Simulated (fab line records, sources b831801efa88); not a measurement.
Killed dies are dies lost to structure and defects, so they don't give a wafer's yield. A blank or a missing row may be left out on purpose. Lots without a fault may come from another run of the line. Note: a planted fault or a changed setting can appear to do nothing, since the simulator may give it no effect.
One fault through the eyes of 2 desks ; flow gf180mcu ; numbers are kept per desk, each desk with only its own; the story behind them comes last

THE METROLOGY DESK
What the gauges read for every lot (on any tool): the sampled wafers with a number, averaged. A lot is out of limits, marked OUT, if its mean lies more than 4 standard deviations from the usual mean; the brackets give that distance.
Columns: A = CONTACT_OVL at GF_CONTACT_OVL_MEAS_15, usual 1 nm; B = V1_CVD_02_THK at GF_V1_THK_MEAS_03, usual 854 nm
lot;first seen here;A;B
L824;day 16 01:15;4;869
L827;day 17 10:30;9;842
L828;day 18 01:08;5;851
L829;day 18 05:49;2;853
L832;day 19 07:51;4;866
L834;day 19 22:42;-3;853
L836;day 20 13:16;-3;864
L839;day 21 23:13;-2;859
L840;day 22 02:22;-3;902
L841;day 22 07:57;2;881
L846;day 24 02:46;-2;847
Result from this desk: across the 11 lots, nothing is out of limits.

THE TOOL OWNER'S DESK: pecvd-02
The tool's own readings at GF_V1_CVD_02 (deposits SiO2 from TEOS, target thk 850 nm, time 94.851 s): means of the sampled wafers that have a number, for each lot that ran on this tool. A lot is out of limits, marked OUT, if its mean lies more than 4 standard deviations from the usual mean; the brackets give that distance.
Columns: A = heater power w at GF_V1_CVD_02, usual 725 W; B = run length s at GF_V1_CVD_02, usual 123.1 s
lot;first seen here;A;B
L824;day 17 02:08;706;123.0
L832;day 20 10:39;633;123.1
L836;day 21 16:08;869;123.5
L840;day 23 03:39;771;128.3 (+8.1) OUT
L841;day 23 09:20;760;124.9
This desk's verdict: out of limits on L840, starting with L840 at day 23 03:39 (run length s at GF_V1_CVD_02). In limits: L824, L832, L836, L841.

BROUGHT TOGETHER
On L840, at day 23 03:39, an alarm was possible from the tool owner's desk.
From the metrology desk's view, nothing was out of limits.
The metrology desk has L840 on record, within its limits.
The lots listed all ran GF_V1_CVD_02 on pecvd-02.

WHAT THE SIMULATOR HAD PUT IN
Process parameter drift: pecvd-02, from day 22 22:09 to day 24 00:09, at GF_V1_CVD_02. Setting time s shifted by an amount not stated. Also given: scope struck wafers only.
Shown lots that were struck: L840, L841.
How many hours passed from the start of the fault until each desk's first out-of-limits reading: the tool owner's desk, 6.
